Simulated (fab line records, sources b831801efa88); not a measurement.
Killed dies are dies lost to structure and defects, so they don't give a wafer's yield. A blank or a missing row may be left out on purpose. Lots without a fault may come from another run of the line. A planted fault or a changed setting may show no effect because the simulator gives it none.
fab line records | flow sky130
record lots=6 wafers=18 last_day=50
route steps=708 shown LI_CONTACT@385 LOCAL_INTERCONNECT@387 PAD_OPEN@708
lots that met no fault: from a run of the same line without faults
start_h: hours from the record's first day to the start of the lot's first wafer shown | wait_h: hours since the lot's step before | " the same as in the row above | L1.1+2: a row that stands for several wafers | - no value, or no start given | * or withheld: withheld | < > ~ a bound
route shown NAME@n: a module of which the file shows steps, and the number in the route of the first | usual: mean/standard deviation of fault-free wafers | same: alike in all rows | chamber/n: place in a boat | sites: the reading at each site | _std_site: their standard deviation | _edge_site: outer sites' mean less inner sites' | radius_mm: how far each site lies from the wafer's centre | mask NAME#n: copy n | behind: the tool/chamber that last shaped the wafer | hold: why the lot was held/for how many hours/how that ended | device: the transistor (n, p or np) that didn't switch | end of line: the same wafers' tests at the end of the route | a step without rows: its recipe alone | killed: dies lost to structure and defects at the first sort, not the wafer's yield | map: a wafer's dies, x killed, . not, _ none there
set.NAME: the setting as run; set.NAME@STEP: as run at that earlier step | model.NAME: the simulator's own value behind a step, which no gauge read
lots at some steps of the route; a table a step, a row a wafer
services: from which hour (start_h, from the record's first day; less than 0 if before it) a tool's chamber was out of use, for how many hours, and why
## steps
# step SKY_LI_CONTACT_THK_MEAS_23
# recipe thk_meas_gauge=xrf reads=W_of_LI_CONTACT_CVD_21
# usual LI_CONTACT_W_THK=412/8.5
# columns lot.wafer tool chamber start_h wait_h LI_CONTACT_W_THK[nm]
L313.2 film_metro-04 - 742.46 0.1 413
L313.3 " - " " 426
L313.5 " - " " 421
L317.1 film_metro-04 - 776.52 0.1 404
L317.4 " - " " 407
L317.5 " - " " 417
L320.2 film_metro-04 - 797.85 0.1 409
L320.4 " - " " 424
L320.5 " - " " 407
L323.2 film_metro-02 - 825.02 0.1 412
L323.4 " - " " 415
L323.6 " - " " 409
L325.3 film_metro-02 - 836.63 0.1 427
L325.5 " - " " 417
L325.6 " - " " 427
L327.1 film_metro-04 - 852.01 0.1 397
L327.3 " - " " 396
L327.5 " - " " 399
# step SKY_LI_CONTACT_CMP_24
# recipe stop_on=PSG t_overpolish_s=20 down_force_psi=3.5 platen_rpm=60 target_thk_nm=0 pad_velocity_m_s=0.94248
# usual motor_current_A=10.8/1.1 overpolish_run_s=20.000/0.0089 platen_rpm=60.00/0.04 time_to_endpoint_s=97/3.6
# columns lot.wafer tool chamber start_h wait_h motor_current_A overpolish_run_s platen_rpm time_to_endpoint_s
L313.3 cmp-01 0 742.56 0.1 10.0 19.986 60.01 101
L313.2 " 1 " " 9.8 19.995 59.96 101
L313.5 " 3 " " 12.8 19.997 60.04 102
L317.1 cmp-01 1 776.58 0.1 9.4 19.991 60.00 92
L317.4 " 3 " " 12.5 20.010 60.07 89
L317.5 " 1 " " 9.8 20.002 60.13 94
L320.2 cmp-01 2 797.95 0.1 10.0 20.002 60.00 89
L320.4 " 3 " " 13.5 20.002 60.02 102
L320.5 " 2 " " 10.0 19.982 60.01 95
L323.2 cmp-02 0 825.17 0.1 9.9 19.998 59.96 99
L323.4 " 1 " " 11.5 20.004 59.98 96
L323.6 " 2 " " 11.3 20.014 60.02 98
L325.3 cmp-01 3 836.82 0.2 12.4 20.001 59.91 103
L325.5 " 0 " " 10.6 19.994 60.02 100
L325.6 " 1 " " 9.6 20.009 59.97 99
L327.3 cmp-01 2 852.07 0.0 10.6 20.001 59.98 96
L327.1 " 1 " " 9.7 19.997 60.00 93
L327.5 " 3 " " 12.6 19.993 60.02 94
# step SKY_LOCAL_INTERCONNECT_SPUTTER_00
# recipe material=TiN target_thk_nm=100 temp_c=300 power_w=6500 time_s=83.3 chamber_pressure_pa=0.4
# usual throttle_valve_pct=29.8/1.1
# columns lot.wafer tool chamber start_h wait_h throttle_valve_pct
L313.2 pvd_sputter-04 - 742.81 0.1 28.7
L313.3 " - " " 30.9
L313.5 " - " " 28.5
L317.1 pvd_sputter-04 - 776.88 0.2 28.6
L317.4 " - " " 30.8
L317.5 " - " " 30.8
L320.2 pvd_sputter-03 - 798.20 0.2 29.4
L320.4 " - " " 30.1
L320.5 " - " " 29.9
L323.2 pvd_sputter-04 - 825.37 0.1 30.6
L323.4 " - " " 30.7
L323.6 " - " " 31.0
L325.3 pvd_sputter-03 - 836.97 0.1 29.7
L325.5 " - " " 29.8
L325.6 " - " " 30.0
L327.1 pvd_sputter-04 - 852.37 0.1 28.5
L327.3 " - " " 30.5
L327.5 " - " " 31.2
# step SKY_LOCAL_INTERCONNECT_RS_MEAS_01
# recipe thk_meas_gauge=four-point-probe reads=TiN_of_LOCAL_INTERCONNECT_SPUTTER_00
# usual LOCAL_INTERCONNECT_TIN_RS=14.15/0.13
# columns lot.wafer tool chamber start_h wait_h LOCAL_INTERCONNECT_TIN_RS[ohm/sq]
L313.2 film_metro-01 - 742.89 0.1 14.32
L313.3 " - " " 14.22
L313.5 " - " " 14.27
L317.1 film_metro-01 - 776.94 0.0 13.87
L317.4 " - " " 14.02
L317.5 " - " " 14.03
L320.2 film_metro-01 - 798.29 0.1 14.11
L320.4 " - " " 14.09
L320.5 " - " " 14.13
L323.2 film_metro-03 - 825.46 0.1 14.22
L323.4 " - " " 14.38
L323.6 " - " " 14.33
L325.3 film_metro-01 - 837.08 0.1 14.21
L325.5 " - " " 14.19
L325.6 " - " " 14.20
L327.1 film_metro-03 - 852.44 0.0 14.23
L327.3 " - " " 14.28
L327.5 " - " " 14.08
# step SKY_LOCAL_INTERCONNECT_THK_MEAS_02
# recipe thk_meas_gauge=xrf reads=TiN_of_LOCAL_INTERCONNECT_SPUTTER_00
# usual LOCAL_INTERCONNECT_TIN_THK=101.3/1.1
# columns lot.wafer tool chamber start_h wait_h LOCAL_INTERCONNECT_TIN_THK[nm]
L313.2 film_metro-01 - 743.00 0.1 100.6
L313.3 " - " " 101.1
L313.5 " - " " 100.0
L317.1 film_metro-01 - 777.06 0.1 103.9
L317.4 " - " " 102.8
L317.5 " - " " 102.4
L320.2 film_metro-01 - 798.40 0.1 101.7
L320.4 " - " " 102.0
L320.5 " - " " 101.4
L323.2 film_metro-03 - 825.57 0.1 99.9
L323.4 " - " " 99.3
L323.6 " - " " 99.7
L325.3 film_metro-01 - 837.18 0.1 100.5
L325.5 " - " " 100.1
L325.6 " - " " 100.3
L327.1 film_metro-03 - 852.56 0.1 100.7
L327.3 " - " " 100.6
L327.5 " - " " 101.6
# step SKY_LOCAL_INTERCONNECT_DEHYDRATE_03
# recipe temp_c=200 time_s=60
# step SKY_LOCAL_INTERCONNECT_HMDS_04
# recipe prime_time_s=60 prime_temp_c=120
# step SKY_LOCAL_INTERCONNECT_COAT_05
# recipe resist=BARC temp_c=withheld time_s=withheld spin_rpm=3000 resist_thk_nm=60
# step SKY_LOCAL_INTERCONNECT_COAT_06
# recipe resist=KrF-thick spin_rpm=3000 resist_thk_nm=450
# step SKY_LOCAL_INTERCONNECT_SOFTBAKE_07
# recipe temp_c=100 time_s=90 resist=KrF-thick
# step SKY_LOCAL_INTERCONNECT_EXPOSE_08
# recipe mask_id=LI1M na=0.8 source_shape=annular sigma_inner=0.55 sigma_outer=0.85 target_cd_nm=170 dose_mj=28
# step SKY_LOCAL_INTERCONNECT_PEB_09
# recipe peb_temp_c=withheld peb_time_s=withheld resist=KrF-thick
# step SKY_LOCAL_INTERCONNECT_DEVELOP_10
# recipe develop_time_s=60 resist=KrF-thick dev_temp_c=21
# usual developer_temp_C=21.01/0.11
# columns lot.wafer tool chamber start_h wait_h developer_temp_C
L313.2 litho_track-03 0 769 - 20.75
L313.3 " 0 " " 20.77
L313.5 " 0 " " 20.84
L317.1 litho_track-04 0 803 - 21.07
L317.4 " 0 " " 21.19
L317.5 " 0 " " 21.14
L320.2 litho_track-01 0 824 - 20.92
L320.4 " 0 " " 21.07
L320.5 " 0 " " 20.94
L323.2 litho_track-01 0 851 - 22.88
L323.4 " 0 " " 22.98
L323.6 " 0 " " 23.00
L325.3 litho_track-04 0 862 - 21.07
L325.5 " 0 " " 21.03
L325.6 " 0 " " 21.02
L327.1 litho_track-01 0 878 - 23.28
L327.3 " 0 " " 23.26
L327.5 " 0 " " 23.20
# step SKY_LOCAL_INTERCONNECT_CD_MEAS_11
# recipe target_cd_nm=170
# usual cd_nm=169.7/1.6
# columns lot.wafer tool chamber start_h wait_h cd_nm
L313.2 cd_sem-02 - 769.90 - 171.0
L313.3 " - " " 171.1
L313.5 " - " " 171.6
L317.1 cd_sem-01 - 803.83 - 167.0
L317.4 " - " " 168.3
L317.5 " - " " 168.8
L320.2 cd_sem-01 - 824.42 - 171.2
L320.4 " - " " 171.2
L320.5 " - " " 171.1
L323.2 cd_sem-01 - 851.47 - 167.3
L323.4 " - " " 167.4
L323.6 " - " " 168.5
L325.3 cd_sem-01 - 863.00 - 169.9
L325.5 " - " " 170.5
L325.6 " - " " 169.8
L327.1 cd_sem-01 - 878.35 - 169.5
L327.3 " - " " 166.6
L327.5 " - " " 169.8
# step SKY_PAD_OPEN_PROBE_99
# usual killed_at_M0_to_M3=44/7 killed_at_M4_up=3.2/1.8 killed_at_contacts=24/5.1 killed_at_front_end=15/4.3 killed_at_other=0.3/0.5 killed_dies=86/9.6 killed_open=48/7.1 killed_short=38/6.7
# same gross_dies=492 killed_at_back_side=0
# columns lot.wafer tool chamber start_h wait_h killed_at_M0_to_M3 killed_at_M4_up killed_at_contacts killed_at_front_end killed_at_other killed_dies killed_open killed_short
L313.3 prober-01 - 1124.36 0.2 39 4 26 19 0 88 54 33
L313.5 prober-01 - 1124.46 0.2 48 3 22 10 0 83 42 41
L317.1 prober-01 - 1148.95 0.1 50 3 26 11 1 91 46 43
L317.4 prober-01 - 1149.10 0.2 41 3 21 18 0 83 42 38
L317.5 prober-01 - 1149.15 0.2 51 3 28 19 0 101 53 47
L320.2 prober-01 - 1162.81 0.1 33 5 17 11 0 66 32 34
L320.4 prober-01 - 1162.91 0.2 39 2 24 18 0 83 47 36
L320.5 prober-01 - 1162.96 0.2 38 5 24 15 0 82 51 31
L323.2 prober-01 - 1182.32 0.1 39 1 19 10 1 70 39 30
L323.4 prober-01 - 1182.42 0.2 47 4 21 14 0 86 50 34
L323.6 prober-01 - 1182.52 0.2 44 1 14 11 1 71 39 32
# killed by level:class
L313.3 CONTACT:geometric_particle:open=13 VIA1:geometric_particle:open=12 LI_CONTACT:geometric_particle:open=6 METAL2:geometric_particle:short=5 FIELD_ISO:geometric_particle:short=5 FIELD_ISO:geometric_particle:open=5 POLY_GATE:geometric_particle:open=5 VIA2:geometric_particle:open=4
L313.5 VIA1:geometric_particle:open=12 CONTACT:geometric_particle:open=9 METAL1:geometric_particle:short=7 VIA3:geometric_particle:open=6 VIA2:geometric_particle:open=6 POLY_GATE:geometric_particle:short=4 CONTACT:geometric_particle:short=4 VIA1:geometric_particle:short=4
L317.1 LI_CONTACT:geometric_particle:open=11 METAL2:geometric_particle:short=9 METAL1:geometric_particle:short=8 VIA1:geometric_particle:open=8 VIA3:geometric_particle:open=8 CONTACT:geometric_particle:open=7 VIA1:geometric_particle:short=7 LOCAL_INTERCONNECT:geometric_particle:short=4
L317.4 VIA3:geometric_particle:open=8 METAL2:geometric_particle:short=8 CONTACT:geometric_particle:open=7 FIELD_ISO:geometric_particle:open=5 CONTACT:geometric_particle:short=5 VIA2:geometric_particle:open=5 METAL1:geometric_particle:short=4 VIA1:geometric_particle:short=4
L317.5 VIA1:geometric_particle:open=14 LI_CONTACT:geometric_particle:open=10 CONTACT:geometric_particle:open=9 METAL2:geometric_particle:short=7 VIA2:geometric_particle:open=6 VIA1:geometric_particle:short=6 FIELD_ISO:geometric_particle:open=5 FIELD_ISO:geometric_particle:short=5
L320.2 VIA1:geometric_particle:open=6 LOCAL_INTERCONNECT:geometric_particle:short=6 VIA3:geometric_particle:open=6 METAL2:geometric_particle:short=5 VIA2:geometric_particle:open=5 CONTACT:geometric_particle:open=4 CONTACT:geometric_particle:short=4 SPACER:geometric_particle:short=3
L320.4 VIA1:geometric_particle:open=11 CONTACT:geometric_particle:open=8 LI_CONTACT:geometric_particle:open=7 METAL1:geometric_particle:short=6 VIA3:geometric_particle:open=6 POLY_GATE:geometric_particle:open=5 POLY_GATE:geometric_particle:short=5 LOCAL_INTERCONNECT:geometric_particle:short=5
L320.5 LI_CONTACT:geometric_particle:open=12 VIA1:geometric_particle:open=9 METAL1:geometric_particle:short=7 VIA3:geometric_particle:open=6 POLY_GATE:geometric_particle:open=5 CONTACT:geometric_particle:open=5 METAL4:geometric_particle:short=5 METAL1:geometric_particle:open=3
L323.2 CONTACT:geometric_particle:open=11 VIA1:geometric_particle:open=8 VIA1:geometric_particle:short=6 VIA3:geometric_particle:open=6 VIA2:geometric_particle:open=4 VIA3:geometric_particle:short=4 LI_CONTACT:geometric_particle:short=3 CONTACT:geometric_particle:short=3
L323.4 VIA1:geometric_particle:open=18 CONTACT:geometric_particle:open=8 LI_CONTACT:geometric_particle:open=6 VIA3:geometric_particle:open=6 POLY_GATE:geometric_particle:open=4 VIA2:geometric_particle:short=4 METAL1:geometric_particle:short=4 VIA2:geometric_particle:open=4
L323.6 VIA1:geometric_particle:open=13 METAL1:geometric_particle:short=8 VIA3:geometric_particle:open=7 POLY_GATE:geometric_particle:open=4 LI_CONTACT:geometric_particle:open=4 CONTACT:geometric_particle:short=4 CONTACT:geometric_particle:open=4 METAL2:geometric_particle:short=4
## services
# columns tool chamber start_h hours kind
cmp-02 - 742.97 2.0 repair
cmp-01 - 745.95 0.4 repair
cmp-01 - 747.32 4.0 pm
litho_track-04 - 747.59 - consumable_replace:filter
cmp-01 - 751.32 - consumable_replace:conditioner
cmp-01 - 751.32 - consumable_replace:pad
cmp-02 - 778.22 2.4 repair
cmp-01 - 793.64 0.8 repair
pvd_sputter-03 - 799.00 24.2 repair
pvd_sputter-04 - 810.55 0.9 repair
cmp-02 - 812.36 0.7 repair
cmp-02 - 813.61 0.7 repair
cmp-02 - 818.84 4.5 repair
cmp-02 - 829.30 10.2 pm
cmp-02 - 840.83 2.5 repair
cmp-01 - 855.69 1.4 repair
cmp-02 - 863.40 0.8 repair
## key
first_sign step=SKY_LOCAL_INTERCONNECT_DEVELOP_10 reading=developer_temp_C direction=up sigmas=18 usual=* struck=*
effect none on later readings
met_at SKY_LOCAL_INTERCONNECT_DEVELOP_10
struck_wafers L323.2,L323.4,L323.6,L327.1,L327.3,L327.5
tester_left_out L323,L327
loop_trim step=SKY_LOCAL_INTERCONNECT_EXPOSE_08 setting=dose lots=L327
onset_between 824 851
fault kind=process_parameter_drift tool=litho_track-01 chamber=- onset_h=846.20 steps=SKY_LOCAL_INTERCONNECT_DEVELOP_10 channel=dev_temp_c offset=* shape=step end_h=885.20 acts_in=* stated=*
# tester_left_out: of these lots the tester's yield and bins aren't shown, on N5 and GAA mostly nor the transistor test; their killed dies are dies lost to structure and defects alone, not to doping, threshold or leakage, so they don't give the yield
# loop_trim: a control loop set the setting to another value than it would have without faults
